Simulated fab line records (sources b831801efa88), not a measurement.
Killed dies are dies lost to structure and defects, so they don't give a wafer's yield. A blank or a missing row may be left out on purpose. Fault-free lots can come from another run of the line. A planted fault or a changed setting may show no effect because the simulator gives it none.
Comparing a struck lot with a sound one :: flow sky130 :: 17 steps out of a route of 708
Sound: the wafers L336.1, L336.2, L336.3. The struck wafers were L328.4, L328.5, L328.6. Last of all comes the cause.
For every step that has rows: the tool of each side, followed by ch and its chambers, followed by its first start. Under that, the readings that differ: sound wafers :: struck wafers :: difference of the means :: sigmas: that difference in standard deviations of wafers without a fault.
alike: readings with means less than 2 such deviations apart, plus words and numbers identical on both sides. not compared: withheld readings, readings lacking a value on some wafer, bounds such as >300 that could conceal the same value, and numbers that have no deviation in the record and whose values overlap.
A row with sigmas, a row that says differs or no value, or rows on one side alone: a step with any of these is where the two part. Non-overlapping numbers with no deviation appear without sigmas and do not part them. A reading missing from all wafers of one side parts the sides only when that side holds two or more wafers.

first, 5 steps without rows for these wafers: SKY_SD_N_COAT_02 (resist thk 1140 nm); SKY_SD_N_SOFTBAKE_03 (time 60 s); SKY_SD_N_EXPOSE_04 (exposes mask NSDM, target cd 380 nm); SKY_SD_N_PEB_05; SKY_SD_N_DEVELOP_06 (develop time 60 s).
SKY_SD_N_CD_MEAS_07: target cd 380 nm.
  sound on cd sem-01 at day 34 08:49; struck on cd sem-02 at day 31 21:45
  alike: cd nm
SKY_SD_N_OVL_MEAS_08:
  sound on overlay-02 at day 34 08:56; struck on overlay-01 at day 31 21:49
  alike: SD_N_OVL
then, 2 steps without rows for these wafers: SKY_SD_N_IMPLANT_09; SKY_SD_N_IMPLANT_10.
SKY_SD_N_STRIP_11: strips in O2/N2.
  sound on plasma asher-04 ch 0,1, day 34 09:16; struck on plasma asher-01 ch 0,1, day 31 22:11
  alike: drypump motor current A, oes product au, strip time to endpoint s
  not compared: rf hours counter h
SKY_SD_N_TW_MEAS_12:
  sound on film metro-01 at day 34 09:22; struck on film metro-04 at day 31 22:18
  alike: SD_N_TW
then, 1 step without rows for these wafers: SKY_SD_N_CLEAN_13 (cleans in SC1/SC2, time 150 s).
SKY_SD_N_RTA_14: time 2 s.
  sound on rtp anneal-01 ch 0, day 34 09:29; struck on rtp anneal-01 ch 0, day 31 22:26
reading: lamp power pct (%)
sound: 15.66 15.68 15.66
struck: 16.63 16.58 16.58
difference: +0.93
sigmas: +18

reading: wafer_temp_C_max
sound: 1078.7 1075.9 1077.5
struck: 1113.4 1111.7 1111.4
difference: +34.8
sigmas: +23
SKY_SD_N_RS_MEAS_16: measures by four-point-probe.
  sound on film metro-04 at day 34 09:40; struck on film metro-04 at day 31 22:40
reading: SD_N_RS (ohm/sq)
sound: 69.18 69.11 69.00
struck: 62.76 62.73 63.01
difference: -6.26
sigmas: -42
SKY_SD_N_RS_MEAS_17: measures by four-point-probe.
  sound on film metro-04 at day 34 09:47; struck on film metro-04 at day 31 22:47
reading: SD_P_RS (ohm/sq)
sound: 147.1 147.2 147.2
struck: 117.9 118.1 118.5
difference: -29.0
sigmas: -67
SKY_SD_N_RS_MEAS_18: measures by four-point-probe.
  sound on film metro-04 at day 34 09:54; struck on film metro-04 at day 31 22:55
reading: RES_XHIGH_RS (ohm/sq)
sound: 334.1 334.7 333.4
struck: 331.1 329.7 329.4
difference: -4.0
sigmas: -4
-- the record jumps here: 17 days lie between the struck wafers' starts before and after (it left off in module SD_N and takes up again in module PAD_OPEN, whose first step shown is number 708 of the route) --
SKY_PAD_OPEN_PROBE_99:
  sound on prober-01 at day 50 13:47; struck on prober-01 at day 48 19:37
reading: model.etest.res xhigh po.line ohm um
sound: 5506 5564 5462
struck: 4146 4191 4180
difference: -1338
sigmas: 

reading: model.etest.res xhigh po.rs ohm sq
sound: 1954 1972 1945
struck: 1454 1498 1457
difference: -487
sigmas: 

reading: model.etest.pfet_01v8.r on ohm um
sound: 2958 3007 2944
struck: 2579 2653 2583
difference: -365
sigmas: 

reading: model.etest.res pdiff.line ohm um
sound: 1392 1377 1369
struck: 1124 1081 1099
difference: -278
sigmas: 

reading: model.etest.pfet g5v0d10v5.r on ohm um
sound: 4968 4940 4868
struck: 4806 4769 4776
difference: -142
sigmas: 

reading: model.etest.res high po.line ohm um
sound: 745.8 733.6 737.8
struck: 592 592.2 597.8
difference: -145
sigmas: 

reading: model.etest.licon high po.rc ohm
sound: 344 347.8 343
struck: 241.2 248.3 244.7
difference: -100.2
sigmas: 

reading: model.etest.res ndiff.line ohm um
sound: 789 775.5 771.4
struck: 705 666.7 695.6
difference: -90
sigmas: 
  alike: killed_at_M0_to_M3, killed_at_M4_up, killed at contacts, killed at front end, killed at other, killed dies, killed open, killed short

WHERE THEY PART
First at SKY_SD_N_RTA_14; last, within this record, at SKY_SD_N_RS_MEAS_18. Later steps at which nothing parts them and some readings are alike: SKY_PAD_OPEN_PROBE_99.

WHY: what had been put in by the simulator
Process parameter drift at SKY_SD_N_RTA_14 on rtp anneal-01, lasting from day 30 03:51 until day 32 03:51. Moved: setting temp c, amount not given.
